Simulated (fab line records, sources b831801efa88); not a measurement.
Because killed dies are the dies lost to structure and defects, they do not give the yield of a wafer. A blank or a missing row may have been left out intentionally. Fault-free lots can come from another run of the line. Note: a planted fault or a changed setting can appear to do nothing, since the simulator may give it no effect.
fab line records | flow sky130
record: lots: 5 | wafers: 15 | lastDay: 50
route steps=708 shown VIA1@470 METAL2@483 PAD_OPEN@708
lots with no fault: from the same line, run without faults
startH: the number of hours between the record's first day and the start of the first shown wafer of the lot | waitH: how many hours have passed since the lot's step before this one | " as in the row above | L1.1+2: several wafers, shown together as one row | - no value present, or no start provided | * or withheld: withheld | < > ~ a bound
route shown NAME@n: a module of which the file shows steps, and the number in the route of the first | usual: mean/standard deviation taken from wafers without a fault | same: alike in all rows | chamber/n: place in a boat | sites: per-site readings | _std_site: the standard deviation of these | _edge_site: the outer-site mean with the inner-site mean subtracted | radiusMm: how far each site lies from the wafer's centre | mask NAME#n: copy n | behind: the tool/chamber that last shaped the wafer | hold: why the lot went on hold/how many hours it stayed there/how the hold came to an end | device: names the non-switching transistor (n, p or np) | end of line: tests run on the same wafers once the route is complete | for a step that has no rows: nothing shown but its recipe | killed: count of dies lost to structure and defects at first sort (not the wafer's yield) | map: the dies of a wafer, with x for killed, . for not killed, _ for no die there
set.NAME: the run value of the setting; set.NAME@STEP: its run value at that earlier step | model.NAME: the simulator's own value behind a step, which no gauge read
certain route steps with their lots: each step a table, each wafer a row
services: a tool's chamber out of use, with start hour (startH, from the record's first day; less than 0 if before it), hours out, and reason
== steps ==
step: SKY_VIA1_CD_MEAS_12
recipe: targetCdNm: 150
usual: cdNm: 149.7/1.9
lot.wafer | tool     | chamber | startH | waitH | cdNm
L478.1    | cdSem-02 | -       | 787.65 | -     | 147.9
L478.3    | "        | -       | "      | "     | 148.5
L478.5    | "        | -       | "      | "     | 147.8
L483.1    | cdSem-01 | -       | 836.46 | -     | 150.5
L483.2    | "        | -       | "      | "     | 150.5
L483.6    | "        | -       | "      | "     | 149.2
L488.1    | cdSem-01 | -       | 874.05 | -     | 147.8
L488.3    | "        | -       | "      | "     | 150.5
L488.5    | "        | -       | "      | "     | 150.7
L495.1    | cdSem-02 | -       | 932.20 | -     | 150.8
L495.3    | "        | -       | "      | "     | 152.4
L495.6    | "        | -       | "      | "     | 152.6
L498.2    | cdSem-01 | -       | 948.78 | -     | 151.5
L498.4    | "        | -       | "      | "     | 150.9
L498.6    | "        | -       | "      | "     | 150.7
step: SKY_VIA1_OVL_MEAS_13
usual: VIA1_OVL: 1/6.1
lot.wafer | tool       | chamber | startH | waitH | VIA1_OVL[nm]
L478.1    | overlay-02 | -       | 787.77 | 0.1   | -6
L478.3    | "          | -       | "      | "     | -3
L478.5    | "          | -       | "      | "     | -11
L483.1    | overlay-01 | -       | 836.58 | 0.1   | 11
L483.2    | "          | -       | "      | "     | 12
L483.6    | "          | -       | "      | "     | -3
L488.1    | overlay-02 | -       | 874.17 | 0.1   | -5
L488.3    | "          | -       | "      | "     | -5
L488.5    | "          | -       | "      | "     | -5
L495.1    | overlay-01 | -       | 932.32 | 0.1   | 10
L495.3    | "          | -       | "      | "     | 2
L495.6    | "          | -       | "      | "     | -3
L498.2    | overlay-02 | -       | 948.89 | 0.1   | -1
L498.4    | "          | -       | "      | "     | -4
L498.6    | "          | -       | "      | "     | -2
step: SKY_VIA1_ETCH_14
recipe: chemistry: N2/H2 | target: BARC | ionEnergyEv: 200 | sourceW: 500 | biasW: 100 | pressureMtorr: 30 | n2FlowSccm: 100 | h2FlowSccm: 200 | stopOn: SiO2 | timeS: 45.9 | targetDepthA: 600
step: SKY_VIA1_ETCH_15
recipe: target: SiO2 | chemistry: C4F8/O2/Ar | targetDepthNm: 351 | stopOn: TiN | maskMaterial: KrF-thick | sourceW: 1500 | biasW: 1200 | pressureMtorr: 40 | c4f8FlowSccm: withheld | O2_flow_sccm: 6 | Ar_flow_sccm: 300 | timeS: 54
step: SKY_VIA1_STRIP_16
recipe: chemistry: O2/N2 | powerW: 1400 | pressureMtorr: 1500 | platenTempC: withheld | o2FlowSccm: 3000 | n2FlowSccm: 300 | overashFraction: 0.5
step: SKY_VIA1_STRIP_17
recipe: chemistry: postEtchResidueRemover | timeS: 1200 | tempC: 72.5
step: SKY_VIA1_CLEAN_18
recipe: chemistry: IPA | timeS: 180 | tempC: 25
step: SKY_VIA1_CLEAN_19
recipe: chemistry: O3/DIW | dry: n2Spin
step: SKY_VIA1_SPUTTER_20
recipe: material: TiN | targetThkNm: 20 | chamberPressurePa: 5 | powerW: 4000 | timeS: 80
usual: chamberPressurePa: 5.001/0.0092 | throttleValvePct: 30.4/0.66
same: timeS: 80
lot.wafer | tool          | chamber | startH | waitH | chamberPressurePa | throttleValvePct
L478.1    | pvdSputter-04 | -       | 788.49 | 0.0   | 5.002             | 29.3
L478.3    | "             | -       | "      | "     | 4.985             | 29.6
L478.5    | "             | -       | "      | "     | 4.994             | 31.0
L483.1    | pvdSputter-03 | -       | 837.31 | 0.0   | 5.004             | 30.6
L483.2    | "             | -       | "      | "     | 5.007             | 30.1
L483.6    | "             | -       | "      | "     | 4.998             | 30.2
L488.1    | pvdSputter-01 | -       | 874.90 | 0.0   | 5.010             | 30.6
L488.3    | "             | -       | "      | "     | 4.996             | 30.1
L488.5    | "             | -       | "      | "     | 4.991             | 29.5
L495.1    | pvdSputter-04 | -       | 933.03 | 0.0   | 5.010             | 29.3
L495.3    | "             | -       | "      | "     | 5.006             | 29.4
L495.6    | "             | -       | "      | "     | 5.002             | 31.8
L498.2    | pvdSputter-04 | -       | 949.64 | 0.0   | 4.995             | 31.9
L498.4    | "             | -       | "      | "     | 4.993             | 29.5
L498.6    | "             | -       | "      | "     | 5.000             | 29.8
step: SKY_VIA1_CVD_21
recipe: material: W | targetThkNm: 270 | timeS: 80.902 | tempC: 400 | pressureTorr: 40
step: SKY_VIA1_RS_MEAS_22
recipe: thkMeasGauge: four-point-probe | reads: W_of_VIA1_CVD_21+TiN_of_VIA1_SPUTTER_20
usual: VIA1_W_RS: 0.426/0.0057
lot.wafer | tool         | chamber | startH | waitH | VIA1_W_RS[ohm/sq]
L478.1    | filmMetro-03 | -       | 788.65 | 0.1   | 0.413
L478.3    | "            | -       | "      | "     | 0.418
L478.5    | "            | -       | "      | "     | 0.427
L483.1    | filmMetro-04 | -       | 837.46 | 0.1   | 0.425
L483.2    | "            | -       | "      | "     | 0.427
L483.6    | "            | -       | "      | "     | 0.428
L488.1    | filmMetro-02 | -       | 875.05 | 0.1   | 0.426
L488.3    | "            | -       | "      | "     | 0.427
L488.5    | "            | -       | "      | "     | 0.421
L495.1    | filmMetro-03 | -       | 933.19 | 0.1   | 0.427
L495.3    | "            | -       | "      | "     | 0.429
L495.6    | "            | -       | "      | "     | 0.426
L498.2    | filmMetro-03 | -       | 949.81 | 0.1   | 0.430
L498.4    | "            | -       | "      | "     | 0.432
L498.6    | "            | -       | "      | "     | 0.427
step: SKY_VIA1_THK_MEAS_23
recipe: thkMeasGauge: xrf | reads: W_of_VIA1_CVD_21
usual: VIA1_W_THK: 268/4.2
lot.wafer | tool         | chamber | startH | waitH | VIA1_W_THK[nm]
L478.1    | filmMetro-03 | -       | 788.77 | 0.1   | 277
L478.3    | "            | -       | "      | "     | 272
L478.5    | "            | -       | "      | "     | 266
L483.1    | filmMetro-04 | -       | 837.58 | 0.1   | 269
L483.2    | "            | -       | "      | "     | 268
L483.6    | "            | -       | "      | "     | 267
L488.1    | filmMetro-02 | -       | 875.17 | 0.1   | 267
L488.3    | "            | -       | "      | "     | 267
L488.5    | "            | -       | "      | "     | 268
L495.1    | filmMetro-03 | -       | 933.31 | 0.1   | 264
L495.3    | "            | -       | "      | "     | 265
L495.6    | "            | -       | "      | "     | 267
L498.2    | filmMetro-03 | -       | 949.92 | 0.1   | 265
L498.4    | "            | -       | "      | "     | 263
L498.6    | "            | -       | "      | "     | 266
step: SKY_VIA1_CMP_24
recipe: stopOn: SiO2 | tOverpolishS: 15 | downForcePsi: 3.5 | platenRpm: 60 | targetThkNm: 0 | padVelocityMS: 0.94248
usual: edgeZonePressureFrac: 1.000/0.0054 | motorCurrentA: 10.8/1.4 | overpolishRunS: 15.000/0.009 | timeToEndpointS: 65.2/2.7
lot.wafer | tool   | chamber | startH | waitH | edgeZonePressureFrac | motorCurrentA | overpolishRunS | timeToEndpointS | model.SiO2_of_VIA1_HDPCVD_00.thkNm
L478.3    | cmp-01 | 2       | 788.83 | 0.0   | 0.996                | 10.0          | 14.993         | 63.3            | 341.8
L478.1    | "      | 0       | "      | "     | 0.995                | 8.4           | 14.995         | 69.3            | 341.5
L478.5    | "      | 2       | "      | "     | 0.995                | 10.0          | 14.990         | 67.0            | 342.2
L483.2    | cmp-01 | 3       | 837.64 | 0.0   | 1.001                | 10.0          | 14.996         | 63.0            | 342.2
L483.1    | "      | 0       | "      | "     | 0.997                | 8.1           | 15.000         | 66.3            | 341.9
L483.6    | "      | 0       | "      | "     | 0.994                | 8.8           | 15.003         | 63.1            | 341.9
L488.1    | cmp-02 | 0       | 875.23 | 0.1   | 0.992                | 14.2          | 14.994         | 37.0            | 338.6
L488.3    | "      | 1       | "      | "     | 0.998                | 10.8          | 14.996         | 65.2            | 341.6
L488.5    | "      | 1       | "      | "     | 0.994                | 10.5          | 15.026         | 64.3            | 342.6
L495.1    | cmp-02 | 2       | 933.37 | 0.1   | 1.006                | 10.7          | 15.005         | 68.6            | 342.9
L495.3    | "      | 3       | "      | "     | 1.002                | 11.4          | 14.991         | 64.7            | 342.2
L495.6    | "      | 3       | "      | "     | 0.998                | 10.8          | 14.996         | 69.4            | 342
L498.4    | cmp-01 | 0       | 949.97 | 0.0   | 0.998                | 8.9           | 14.996         | 67.2            | 340.2
L498.2    | "      | 3       | "      | "     | 0.993                | 9.9           | 15.007         | 62.3            | 341.7
L498.6    | "      | 1       | "      | "     | 1.001                | 11.5          | 15.007         | 64.2            | 341.6
step: SKY_METAL2_SPUTTER_00
recipe: material: Ti | targetThkNm: 15 | powerW: 3000 | timeS: 10 | chamberPressurePa: 0.4
step: SKY_METAL2_SPUTTER_01
recipe: material: TiN | targetThkNm: 20 | powerW: 6500 | timeS: 16.7 | chamberPressurePa: 0.4
step: SKY_METAL2_SPUTTER_02
recipe: material: AlCu | targetThkNm: 250 | powerW: 10600 | timeS: 13.3 | chamberPressurePa: 0.4
usual: chamberPressurePa: 0.3999/0.00075 | throttleValvePct: 30.0/0.64
same: timeS: 13.3
lot.wafer | tool          | chamber | startH | waitH | chamberPressurePa | throttleValvePct
L478.1    | pvdSputter-01 | -       | 789.17 | 0.0   | 0.3997            | 30.6
L478.3    | "             | -       | "      | "     | 0.4005            | 29.3
L478.5    | "             | -       | "      | "     | 0.4002            | 30.5
L483.1    | pvdSputter-01 | -       | 837.99 | 0.0   | 0.4008            | 30.5
L483.2    | "             | -       | "      | "     | 0.4006            | 29.4
L483.6    | "             | -       | "      | "     | 0.4001            | 30.0
L488.1    | pvdSputter-04 | -       | 875.58 | 0.0   | 0.4002            | 29.1
L488.3    | "             | -       | "      | "     | 0.3994            | 31.7
L488.5    | "             | -       | "      | "     | 0.4001            | 29.2
L495.1    | pvdSputter-02 | -       | 933.72 | 0.0   | 0.3999            | 30.2
L495.3    | "             | -       | "      | "     | 0.4001            | 29.6
L495.6    | "             | -       | "      | "     | 0.4001            | 29.3
L498.2    | pvdSputter-01 | -       | 950.32 | 0.0   | 0.4004            | 30.4
L498.4    | "             | -       | "      | "     | 0.4005            | 29.1
L498.6    | "             | -       | "      | "     | 0.4008            | 29.2
step: SKY_METAL2_SPUTTER_03
recipe: material: Ti | targetThkNm: 5 | powerW: 3000 | timeS: 3.3 | chamberPressurePa: 0.4
usual: chamberPressurePa: 0.4000/0.00088 | throttleValvePct: 30.0/0.67
same: timeS: 3.3
lot.wafer | tool          | chamber | startH | waitH | chamberPressurePa | throttleValvePct
L478.1    | pvdSputter-01 | -       | 789.20 | 0.0   | 0.3992            | 30.6
L478.3    | "             | -       | "      | "     | 0.4015            | 29.4
L478.5    | "             | -       | "      | "     | 0.4001            | 30.6
L483.1    | pvdSputter-01 | -       | 838.01 | 0.0   | 0.4005            | 30.4
L483.2    | "             | -       | "      | "     | 0.4007            | 29.0
L483.6    | "             | -       | "      | "     | 0.3994            | 30.1
L488.1    | pvdSputter-04 | -       | 875.60 | 0.0   | 0.4013            | 29.0
L488.3    | "             | -       | "      | "     | 0.4007            | 32.0
L488.5    | "             | -       | "      | "     | 0.3992            | 29.3
L495.1    | pvdSputter-02 | -       | 933.74 | 0.0   | 0.4001            | 30.6
L495.3    | "             | -       | "      | "     | 0.3991            | 29.8
L495.6    | "             | -       | "      | "     | 0.4003            | 29.6
L498.2    | pvdSputter-01 | -       | 950.34 | 0.0   | 0.3995            | 30.5
L498.4    | "             | -       | "      | "     | 0.3997            | 29.3
L498.6    | "             | -       | "      | "     | 0.3993            | 29.2
step: SKY_METAL2_SPUTTER_04
recipe: material: TiN | targetThkNm: 70 | powerW: 6500 | timeS: 58.3 | chamberPressurePa: 0.4
usual: chamberPressurePa: 0.4000/0.00079 | throttleValvePct: 30.0/0.67
same: timeS: 58.3
lot.wafer | tool          | chamber | startH | waitH | chamberPressurePa | throttleValvePct
L478.1    | pvdSputter-01 | -       | 789.22 | 0.0   | 0.4010            | 30.6
L478.3    | "             | -       | "      | "     | 0.3997            | 29.3
L478.5    | "             | -       | "      | "     | 0.3995            | 30.4
L483.1    | pvdSputter-01 | -       | 838.03 | 0.0   | 0.4005            | 30.5
L483.2    | "             | -       | "      | "     | 0.3999            | 29.2
L483.6    | "             | -       | "      | "     | 0.4008            | 30.0
L488.1    | pvdSputter-04 | -       | 875.62 | 0.0   | 0.3999            | 29.3
L488.3    | "             | -       | "      | "     | 0.4010            | 31.9
L488.5    | "             | -       | "      | "     | 0.3980            | 29.2
L495.1    | pvdSputter-02 | -       | 933.76 | 0.0   | 0.3995            | 30.6
L495.3    | "             | -       | "      | "     | 0.4011            | 29.6
L495.6    | "             | -       | "      | "     | 0.3989            | 29.6
L498.2    | pvdSputter-01 | -       | 950.36 | 0.0   | 0.3998            | 30.7
L498.4    | "             | -       | "      | "     | 0.4002            | 29.2
L498.6    | "             | -       | "      | "     | 0.4002            | 29.3
step: SKY_METAL2_RS_MEAS_05
recipe: thkMeasGauge: four-point-probe | reads: TiN_of_METAL2_SPUTTER_04+Ti_of_METAL2_SPUTTER_03+AlCu_of_METAL2_SPUTTER_02+TiN_of_METAL2_SPUTTER_01+Ti_of_METAL2_SPUTTER_00
usual: METAL2_ALCU_RS: 0.1269/0.001
lot.wafer | tool         | chamber | startH | waitH | METAL2_ALCU_RS[ohm/sq]
L478.1    | filmMetro-01 | -       | 789.27 | 0.0   | 0.1263
L478.3    | "            | -       | "      | "     | 0.1244
L478.5    | "            | -       | "      | "     | 0.1265
L483.1    | filmMetro-01 | -       | 838.08 | 0.0   | 0.1272
L483.2    | "            | -       | "      | "     | 0.1266
L483.6    | "            | -       | "      | "     | 0.1264
L488.1    | filmMetro-01 | -       | 875.67 | 0.0   | 0.1277
L488.3    | "            | -       | "      | "     | 0.1272
L488.5    | "            | -       | "      | "     | 0.1266
L495.1    | filmMetro-04 | -       | 933.81 | 0.0   | 0.1273
L495.3    | "            | -       | "      | "     | 0.1276
L495.6    | "            | -       | "      | "     | 0.1279
L498.2    | filmMetro-04 | -       | 950.43 | 0.0   | 0.1275
L498.4    | "            | -       | "      | "     | 0.1266
L498.6    | "            | -       | "      | "     | 0.1273
step: SKY_METAL2_THK_MEAS_06
recipe: thkMeasGauge: xrf | reads: AlCu_of_METAL2_SPUTTER_02
usual: METAL2_ALCU_THK: 250.4/2.5
lot.wafer | tool         | chamber | startH | waitH | METAL2_ALCU_THK[nm]
L478.1    | filmMetro-01 | -       | 789.39 | 0.1   | 252.3
L478.3    | "            | -       | "      | "     | 256.4
L478.5    | "            | -       | "      | "     | 250.9
L483.1    | filmMetro-01 | -       | 838.20 | 0.1   | 249.4
L483.2    | "            | -       | "      | "     | 251.6
L483.6    | "            | -       | "      | "     | 250.1
L488.1    | filmMetro-01 | -       | 875.79 | 0.1   | 250.2
L488.3    | "            | -       | "      | "     | 250.0
L488.5    | "            | -       | "      | "     | 251.7
L495.1    | filmMetro-04 | -       | 933.93 | 0.1   | 250.1
L495.3    | "            | -       | "      | "     | 248.1
L495.6    | "            | -       | "      | "     | 250.1
L498.2    | filmMetro-04 | -       | 950.54 | 0.1   | 249.9
L498.4    | "            | -       | "      | "     | 251.1
L498.6    | "            | -       | "      | "     | 251.0
step: SKY_METAL2_DEHYDRATE_07
recipe: tempC: 200 | timeS: 60
step: SKY_METAL2_HMDS_08
recipe: primeTimeS: 60 | primeTempC: 120
step: SKY_METAL2_COAT_09
recipe: resist: BARC | tempC: withheld | timeS: withheld | spinRpm: 3000 | resistThkNm: 60
step: SKY_METAL2_COAT_10
recipe: resist: KrF-thick | spinRpm: 3000 | resistThkNm: 450
step: SKY_METAL2_SOFTBAKE_11
recipe: tempC: 100 | timeS: 90 | resist: KrF-thick
step: SKY_METAL2_EXPOSE_12
recipe: maskId: MM2 | na: 0.8 | sourceShape: annular | sigmaInner: 0.55 | sigmaOuter: 0.85 | targetCdNm: 140 | doseMj: 28
step: SKY_METAL2_PEB_13
recipe: pebTempC: withheld | pebTimeS: withheld | resist: KrF-thick
step: SKY_METAL2_DEVELOP_14
recipe: developTimeS: 60 | resist: KrF-thick | devTempC: 21
step: SKY_METAL2_CD_MEAS_15
recipe: targetCdNm: 140
usual: cdNm: 139.6/1.1
lot.wafer | tool     | chamber | startH | waitH | cdNm
L478.1    | cdSem-02 | -       | 815.90 | -     | 140.5
L478.3    | "        | -       | "      | "     | 141.3
L478.5    | "        | -       | "      | "     | 138.7
L483.1    | cdSem-02 | -       | 864.26 | -     | 138.8
L483.2    | "        | -       | "      | "     | 138.9
L483.6    | "        | -       | "      | "     | 138.8
L488.1    | cdSem-01 | -       | 901.16 | -     | 137.4
L488.3    | "        | -       | "      | "     | 138.1
L488.5    | "        | -       | "      | "     | 139.0
L495.1    | cdSem-01 | -       | 958.80 | -     | 139.7
L495.3    | "        | -       | "      | "     | 139.6
L495.6    | "        | -       | "      | "     | 138.4
L498.2    | cdSem-01 | -       | 973.87 | -     | 139.6
L498.4    | "        | -       | "      | "     | 138.9
L498.6    | "        | -       | "      | "     | 139.0
step: SKY_METAL2_OVL_MEAS_16
usual: METAL2_OVL: 2/5
lot.wafer | tool       | chamber | startH | waitH | METAL2_OVL[nm]
L478.1    | overlay-02 | -       | 816.02 | 0.1   | 7
L478.3    | "          | -       | "      | "     | 7
L478.5    | "          | -       | "      | "     | 4
L483.1    | overlay-02 | -       | 864.38 | 0.1   | 5
L483.2    | "          | -       | "      | "     | 6
L483.6    | "          | -       | "      | "     | 1
L488.1    | overlay-02 | -       | 901.28 | 0.1   | 6
L488.3    | "          | -       | "      | "     | 0
L488.5    | "          | -       | "      | "     | 1
L495.1    | overlay-02 | -       | 958.92 | 0.1   | 2
L495.3    | "          | -       | "      | "     | 1
L495.6    | "          | -       | "      | "     | 4
L498.2    | overlay-02 | -       | 973.97 | 0.1   | 0
L498.4    | "          | -       | "      | "     | 8
L498.6    | "          | -       | "      | "     | 6
step: SKY_METAL2_DESCUM_17
recipe: chemistry: O2 | sourcePowerW: 150 | biasPowerW: 0 | pressureMtorr: 10 | tempC: 40 | timeS: 8
step: SKY_METAL2_ETCH_18
recipe: chemistry: N2/H2 | target: BARC | ionEnergyEv: 200 | biasW: 100 | pressureMtorr: 30 | n2FlowSccm: 100 | h2FlowSccm: 200 | icpW: 500 | stopOn: SiO2 | timeS: 45.9 | targetDepthA: 600
step: SKY_METAL2_METAL_ETCH_19
recipe: targetDepthA: 3600 | stopOn: SiO2 | overEtchFrac: 0.3 | timeS: 78 | chemistry: Cl2/BCl3 | resistSidewallDeg: 88 | pressureMtorr: 10 | icpW: 900 | biasW: 48.5 | Cl2_flow_sccm: 60 | bcl3FlowSccm: 30
usual: drypumpMotorCurrentA: 5.7/0.51 | oesProductAu: 0.853/0.0054 | rfFwdPowerW: 894.3/2.9 | throttleValvePct: 22.264/0.0083
same: timeS: 78
lot.wafer | tool        | chamber | startH | waitH | drypumpMotorCurrentA | oesProductAu | rfFwdPowerW | rfHoursCounterH | throttleValvePct | model.SiO2_of_VIA1_HDPCVD_00.thkNm
L478.1    | rieMetal-03 | 0       | 816.15 | 0.0   | 6.2                  | 0.856        | 893.1       | 13              | 22.261           | 330.7
L478.3    | "           | 1       | "      | "     | 5.1                  | 0.855        | 890.0       | -               | 22.275           | 331.1
L478.5    | "           | 0       | "      | "     | 6.2                  | 0.859        | 891.7       | -               | 22.256           | 331.4
L483.1    | rieMetal-02 | 0       | 864.51 | 0.0   | 5.3                  | 0.855        | 895.6       | 10              | 22.258           | 330.9
L483.2    | "           | 1       | "      | "     | 6.5                  | 0.860        | 900.0       | 8               | 22.258           | 331.3
L483.6    | "           | 0       | "      | "     | 5.3                  | 0.857        | 898.9       | -               | 22.261           | 330.9
L488.1    | rieMetal-01 | 0       | 901.41 | 0.0   | 5.6                  | 0.854        | 896.3       | 5               | 22.268           | 327.6
L488.3    | "           | 0       | "      | "     | 5.6                  | 0.848        | 891.4       | -               | 22.278           | 330.7
L488.5    | "           | 1       | "      | "     | 5.4                  | 0.858        | 894.9       | -               | 22.269           | 331.8
L495.1    | rieMetal-02 | 0       | 959.05 | 0.0   | 5.3                  | 0.846        | 896.3       | 14              | 22.277           | 331.9
L495.3    | "           | 1       | "      | "     | 6.5                  | 0.849        | 889.3       | -               | 22.267           | 331.3
L495.6    | "           | 0       | "      | "     | 5.3                  | 0.847        | 895.6       | -               | 22.270           | 331
L498.2    | rieMetal-03 | 0       | 974.10 | 0.0   | 6.2                  | 0.853        | 892.5       | 20              | 22.267           | 330.9
L498.4    | "           | 1       | "      | "     | 5.1                  | 0.849        | 894.4       | -               | 22.259           | 329.2
L498.6    | "           | 0       | "      | "     | 6.2                  | 0.851        | 894.6       | -               | 22.269           | 330.8
step: SKY_METAL2_STRIP_20
recipe: chemistry: O2/N2 | powerW: 1400 | pressureMtorr: 1500 | platenTempC: withheld | o2FlowSccm: 3000 | n2FlowSccm: 300 | overashFraction: 0.5
usual: drypumpMotorCurrentA: 6.0/0.61 | o2FlowSccm: 3000/9.3 | oesProductAu: 0.342/0.0046 | stripTimeToEndpointS: 2.681/0.028
same: overashFraction: 0.5
lot.wafer | tool           | chamber | startH | waitH | drypumpMotorCurrentA | o2FlowSccm | oesProductAu | rfHoursCounterH | stripTimeToEndpointS
L478.1    | plasmaAsher-03 | 1       | 816.24 | 0.1   | 6.6                  | 2995       | 0.343        | 40              | 2.686
L478.3    | "              | 0       | "      | "     | 6.1                  | 3015       | 0.345        | -               | 2.702
L478.5    | "              | 0       | "      | "     | 6.1                  | 3018       | 0.350        | -               | 2.681
L483.1    | plasmaAsher-03 | 1       | 864.60 | 0.1   | 6.7                  | 3010       | 0.342        | 44              | 2.685
L483.2    | "              | 0       | "      | "     | 6.1                  | 3021       | 0.344        | 44              | 2.696
L483.6    | "              | 1       | "      | "     | 6.6                  | 3016       | 0.335        | -               | 2.657
L488.1    | plasmaAsher-01 | 0       | 901.50 | 0.1   | 6.5                  | 3005       | 0.331        | 76              | 2.659
L488.3    | "              | 0       | "      | "     | 6.5                  | 3003       | 0.342        | -               | 2.693
L488.5    | "              | 0       | "      | "     | 6.5                  | 3001       | 0.347        | -               | 2.730
L495.1    | plasmaAsher-03 | 1       | 959.14 | 0.1   | 6.7                  | 3005       | 0.342        | 54              | 2.670
L495.3    | "              | 0       | "      | "     | 6.0                  | 2993       | 0.337        | -               | 2.701
L495.6    | "              | 1       | "      | "     | 6.6                  | 3004       | 0.341        | -               | 2.703
L498.2    | plasmaAsher-02 | 0       | 974.19 | 0.1   | 5.9                  | 2991       | 0.341        | 116             | 2.693
L498.4    | "              | 0       | "      | "     | 5.9                  | 3001       | 0.350        | -               | 2.655
L498.6    | "              | 1       | "      | "     | 6.2                  | 2997       | 0.341        | -               | 2.720
step: SKY_PAD_OPEN_PROBE_99
usual: defectLimitedYield: 82.2/1.9 | killed_at_M0_to_M3: 45/7.3 | killed_at_M4_up: 3.1/1.7 | killedAtContacts: 25/5.1 | killedAtFrontEnd: 15/4.5 | killedAtOther: 0.3/0.56 | killedDies: 88/9.4 | killedOpen: 47/6.6 | killedShort: 40/6.9 | sort_bin_3_pad_short: 0.9/0.46 | sort_bin_5_function: 10.5/1.5 | sort_bin_6_memory: 6.4/1.1 | sortNPass: 404/9.4 | sortYieldPct: 82.2/1.9
same: grossDies: 492 | killedAtBackSide: 0 | sort_bin_4_leakage[%]: 0 | sort_bin_8_speed[%]: 0
lot.wafer | tool      | chamber | startH  | waitH | defectLimitedYield[%] | killed_at_M0_to_M3 | killed_at_M4_up | killedAtContacts | killedAtFrontEnd | killedAtOther | killedDies | killedOpen | killedShort | sort_bin_3_pad_short[%] | sort_bin_5_function[%] | sort_bin_6_memory[%] | sortNPass | sortYieldPct[%]
L483.1    | prober-02 | -       | 1109.71 | 0.1   | 80.1                  | 38                 | 3               | 36               | 21               | 0             | 98         | 51         | 47          | 2.0                     | 11.2                   | 6.7                  | 394       | 80.1
L483.2    | prober-02 | -       | 1109.76 | 0.1   | 79.7                  | 47                 | 7               | 30               | 16               | 0             | 100        | 58         | 42          | 0.4                     | 12.6                   | 7.3                  | 392       | 79.7
L483.6    | prober-02 | -       | 1109.96 | 0.2   | 82.7                  | 42                 | 5               | 23               | 14               | 1             | 85         | 47         | 38          | 0.2                     | 11.2                   | 5.9                  | 407       | 82.7
killed by level:class
L483.1 CONTACT:geometricParticle:open=11 LI_CONTACT:geometricParticle:open=10 CONTACT:geometricParticle:short=10 VIA1:geometricParticle:open=10 METAL2:geometricParticle:short=7 FIELD_ISO:geometricParticle:open=5 METAL1:geometricParticle:short=5 FIELD_ISO:geometricParticle:short=4
L483.2 CONTACT:geometricParticle:open=12 VIA1:geometricParticle:open=11 LI_CONTACT:geometricParticle:open=9 VIA1:geometricParticle:short=8 VIA3:geometricParticle:open=8 POLY_GATE:geometricParticle:short=5 CONTACT:geometricParticle:short=5 VIA2:geometricParticle:open=4
L483.6 LI_CONTACT:geometricParticle:open=10 VIA1:geometricParticle:open=7 VIA2:geometricParticle:open=5 CONTACT:geometricParticle:open=5 METAL2:geometricParticle:short=5 FIELD_ISO:geometricParticle:open=4 VIA1:geometricParticle:short=4 METAL2:geometricParticle:open=4
== services ==
tool          | chamber | startH | hours | kind
cmp-02        | -       | 766.34 | 6.1   | repair
cmp-02        | -       | 775.04 | 4.1   | repair
cmp-02        | -       | 779.14 | 6.8   | pm
pvdSputter-02 | -       | 782.44 | 1.5   | repair
cmp-01        | -       | 795.19 | 0.7   | repair
cmp-01        | -       | 795.73 | 1.3   | repair
pvdSputter-01 | -       | 802.57 | 3.0   | repair
pvdSputter-02 | -       | 828.23 | 4.8   | repair
pvdSputter-01 | -       | 829.93 | 3.7   | repair
pvdSputter-02 | -       | 836.78 | 1.7   | repair
pvdSputter-02 | -       | 838.46 | 6.8   | repair
rieMetal-02   | -       | 861.35 | 2.8   | pm
rieMetal-02   | -       | 865.02 | 0.2   | repair
rieMetal-03   | -       | 878.92 | 0.6   | repair
cmp-02        | -       | 900.61 | 0.4   | repair
cmp-02        | -       | 905.78 | 0.4   | repair
cmp-01        | -       | 911.84 | 3.5   | repair
cmp-01        | -       | 915.38 | 4.0   | pm
cmp-01        | -       | 923.43 | 2.0   | repair
cmp-01        | -       | 925.44 | 12.0  | pm
pvdSputter-02 | -       | 942.03 | 25.1  | repair
cmp-01        | -       | 957.73 | 1.6   | repair
cmp-01        | -       | 959.40 | 9.4   | pm
pvdSputter-04 | -       | 965.86 | 2.0   | repair
== key ==
firstSign: step: SKY_VIA1_CMP_24 | reading: timeToEndpointS | direction: down | sigmas: 11 | usual: * | struck: *
effect none on later readings
modelEffect: step: SKY_VIA1_CMP_24 | value: SiO2_of_VIA1_HDPCVD_00.thkNm | without: 341.2 | struck: 338.6
modelEffect: step: SKY_METAL2_METAL_ETCH_19 | value: SiO2_of_VIA1_HDPCVD_00.thkNm | without: 330.2 | struck: 327.6
metAt SKY_VIA1_CMP_24
struckWafers L488.1
fault: kind: processParameterDrift | tool: cmp-02 | chamber: - | onsetH: 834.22 | steps: SKY_VIA1_CMP_24 | channel: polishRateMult | offset: 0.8 | shape: step | endH: 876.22 | scope: struckWafersOnly
